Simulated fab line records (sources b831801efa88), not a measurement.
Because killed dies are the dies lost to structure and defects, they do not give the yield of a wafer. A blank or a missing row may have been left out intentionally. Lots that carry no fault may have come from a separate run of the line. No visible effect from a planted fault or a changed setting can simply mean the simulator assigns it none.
A single fault, viewed from 2 desks + flow sfq-line + numbers are kept per desk, each desk with only its own; the story behind them comes last

== THE TOOL OWNER'S DESK: litho-track-02 ==
The tool's own readings at SFQ_TRILAYER_M3_LITHO_COAT_075 (resist thk 600 nm): means of the sampled wafers that have a number, for each lot that ran on this tool. A lot is out of limits, marked OUT, if its mean lies more than 4 standard deviations from the usual mean; the brackets give that distance.
Columns: A = spin-speed-rpm at SFQ_TRILAYER_M3_LITHO_COAT_075, usual 3000.1 rpm
| lot  | first seen here | A                |
|------|-----------------|------------------|
| L434 | day 22 14:41    | 2998.8           |
| L438 | day 27 21:50    | 3002.6           |
| L440 | day 33 14:53    | 2999.1           |
| L445 | day 37 02:32    | 2943.8 (-26) OUT |
| L447 | day 38 03:25    | 2943.4 (-26) OUT |
This desk's verdict: out of limits on L445, L447, starting with L445 at day 37 02:32 (spin-speed-rpm at SFQ_TRILAYER_M3_LITHO_COAT_075). L434, L438, L440: within limits.

== THE METROLOGY DESK ==
What the gauges read, lot by lot, whatever tool the lot ran on: means of the sampled wafers that have a number. A lot is out of limits, marked OUT, if its mean lies more than 4 standard deviations from the usual mean; the brackets give that distance.
Columns: A = I3_BOW at SFQ_I3_BOW_MEAS_922, usual 0 um
| lot  | first seen here | A  |
|------|-----------------|----|
| L434 | day 29 02:44    | 8  |
| L435 | day 30 15:09    | 1  |
| L436 | day 32 18:52    | 6  |
| L437 | day 32 21:50    | -2 |
| L438 | day 33 00:52    | -2 |
| L440 | day 36 13:05    | -1 |
| L441 | day 37 12:59    | 7  |
| L442 | day 38 03:59    | -7 |
| L445 | day 39 08:53    | 5  |
| L447 | day 40 09:53    | 0  |
| L451 | day 40 21:53    | -5 |
| L453 | day 41 04:28    | 9  |
| L455 | day 41 12:53    | -9 |
| L457 | day 42 23:20    | -2 |
Finding of this desk: none of the 14 lots has anything out of limits.

== ALL TOGETHER ==
The tool owner's desk had the chance to raise an alarm at day 37 02:32 on L445, L447.
The metrology desk saw nothing out of limits.
The metrology desk holds a record of L445, L447, inside its limits.
SFQ_TRILAYER_M3_LITHO_COAT_075 was run on litho-track-02 by each of the lots named.

== WHAT THE SIMULATOR HAD INSERTED ==
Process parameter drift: litho-track-02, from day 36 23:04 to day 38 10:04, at SFQ_TRILAYER_M3_LITHO_COAT_075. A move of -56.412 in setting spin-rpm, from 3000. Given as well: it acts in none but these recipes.
Lots struck among those shown: L445, L447.
Delay in hours, fault start to first out-of-limits reading, by desk: the tool owner's desk at 3.
